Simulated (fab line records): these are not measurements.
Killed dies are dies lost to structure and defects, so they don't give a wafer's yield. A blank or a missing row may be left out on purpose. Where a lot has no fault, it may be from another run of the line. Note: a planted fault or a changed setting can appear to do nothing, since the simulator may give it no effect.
The tool behind it: which one?	flow gf180mcu	6 lots with 18 wafers sampled at 3 steps, on a route of 602 steps

== WHAT THE GAUGES SHOWED, per wafer ==
GF_TOP_METAL_RS_MEAS_05: measures by four-point-probe.
lot	measured	on	TOP_METAL_ALCU_RS (ohm/sq)
L472	day 27 14:28	filmMetro-04	0.0328 0.0331 0.0327
L474	day 28 04:50	filmMetro-02	0.0328 0.0327 0.0325
L477	day 29 04:45	filmMetro-02	0.0325 0.0327 0.0324
L480	day 30 05:23	filmMetro-03	0.0329 0.0332 0.0327
L487	day 31 23:01	filmMetro-02	0.0328 0.0329 0.0326
L492	day 33 05:07	filmMetro-04	0.0327 0.0332 0.0332

== EACH LOT AND THE TOOL THAT RAN IT (in order: tool; ch and the chambers of the sampled wafers; start) ==
lot	GF_V2_CMP_04	GF_V5_CMP_26
L472	cmp-01 ch 0,1,2, day 19 15:53	cmp-01 ch 0,2,3, day 27 13:56
L474	cmp-01 ch 1,2, day 20 08:29	cmp-01 ch 0,1,3, day 28 04:17
L477	cmp-01 ch 1,2,3, day 21 13:01	cmp-02 ch 0,1,3, day 29 04:17
L480	cmp-01 ch 0,1,3, day 22 21:15	cmp-02 ch 0,2,3, day 30 04:58
L487	cmp-02 ch 0,2,3, day 25 00:52	cmp-01 ch 0,1,3, day 31 22:29
L492	cmp-02 ch 0,2, day 26 13:32	cmp-02 ch 2,3, day 33 04:35
- GF_V2_CMP_04: polishes SiO2.
- GF_V5_CMP_26: polishes, stops on SiO2, t overpolish 15 s, target thk 0 nm.

== THE ANSWER, worked out from the rows above alone ==
Rule: usual is defined by the lots themselves. The widest of any qualifying gaps counts: lots, ordered by their means at a reading, are off when they make up no more than a third of the lots, leave a main group of 4 or more, and stand apart from it by 3 or more times the standard deviation of that group's means. A main group whose means are all the same, to the digits that the tables above print for the reading, isn't used. Also off: a lot with no number at a reading for which 4 or more lots have one. All remaining lots with rows at the step are treated as sound.
Across all readings shown, no lot is off: no conclusion can be drawn from this.

== WHAT THE SIMULATOR HAD PUT IN ==
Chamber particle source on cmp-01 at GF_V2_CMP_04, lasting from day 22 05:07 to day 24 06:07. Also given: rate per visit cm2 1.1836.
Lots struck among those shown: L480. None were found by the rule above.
